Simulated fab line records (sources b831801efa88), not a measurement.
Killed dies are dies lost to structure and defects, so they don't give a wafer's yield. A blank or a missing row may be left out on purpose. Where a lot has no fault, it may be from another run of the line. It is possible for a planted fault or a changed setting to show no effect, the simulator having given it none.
Code-filled problem report in 8D (eight disciplines) form + flow gf180mcu + the parts of the form that need people (team, actions taken, sign-off) are left out

== 1. THE ISSUE ==
Wafers free of any fault read 418.0 ohm/sq (standard deviation 0.97) for HV_LDD_RS at GF_HV_LDD_RS_MEAS_53, against a mean of 423.6 ohm/sq on 6 wafers of 2 lots. Measured from the usual mean, that is +5.7 standard deviations.
The step: measures by four-point-probe.
The first sign was on wafer L542.2 at day 16 01:38, on film metro-02. The record has a number at this step for 39 wafers belonging to 13 lots. Rule for "out", or "out of limits": more than 4 standard deviations from the usual mean. The other wafers with a number count as sound.

== 2. WHAT THIS IS AND IS NOT ==
| question                    | is                     | is not                                                                          |
|-----------------------------|------------------------|---------------------------------------------------------------------------------|
| which readings at this step | HV_LDD_RS              | -                                                                               |
| which lots                  | L542, L543             | L532, L534, L535, L536, L537, L538, L539, L541, L544, L549, L550                |
| which wafers of those lots  | all that have a number | -                                                                               |
| read on which gauges        | film metro-02          | film metro-01, film metro-04                                                    |
| when                        | from day 16 01:38      | up to then (24 sound wafers); but 9 sound wafers of L544, L549, L550 came after |

== 3. THE SUSPECTS, EACH WITH WHAT RULES IT OUT ==
Counting: a tool at a process step up to the reading stays a suspect if it ran every lot that is out and no sound lot after the first of them.
- the gauge at GF_HV_LDD_RS_MEAS_53: kept. All the wafers that are out were read on film metro-02, and no step on other tools shows them out.
- implanter-04 at GF_HV_LDD_IMPLANT_33: kept. It ran every lot that is out, first L542 (day 15 01:54), and no sound lot after that; its last sound lot up to then is L539 (day 13 20:25).
Remaining after the count are implanter-04 at GF_HV_LDD_IMPLANT_33 and film metro-02 at GF_HV_LDD_RS_MEAS_53.

== 4. THE CAUSE (what the simulator had put in) ==
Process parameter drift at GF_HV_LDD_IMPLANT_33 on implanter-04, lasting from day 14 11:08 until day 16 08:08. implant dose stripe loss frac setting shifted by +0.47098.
2 suspects survive the count, and this tool is in that group.

== 5. SEQUENCE OF EFFECTS, ordered by route ==
One row per reading whose mean, taken over the struck wafers that have a number, lies over 3 standard deviations from the usual. Readings are gone through only where the record gives a usual standard deviation; hours: the median, over the lots, of the time from a lot's start at the first step in this table giving one to that lot's start at this step; sigmas: the change measured in usual standard deviations.
| hours | step                 | reading   | usual        | on struck wafers | change | sigmas |
|-------|----------------------|-----------|--------------|------------------|--------|--------|
| 0     | GF_HV_LDD_RS_MEAS_53 | HV_LDD_RS | 418.0 ohm/sq | 423.6            | +5.6   | +5.7   |

== 6. WHAT WOULD HAVE CAUGHT IT SOONER ==
38 hours passed between the start of the fault at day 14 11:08 and the first reading out of limits at a measuring or inspecting step in this record, taken at day 16 01:38.
Lots out: 2; all had begun GF_HV_LDD_IMPLANT_33 on implanter-04 by day 16 01:38. None of them would have been spared by holding the tool at that moment.
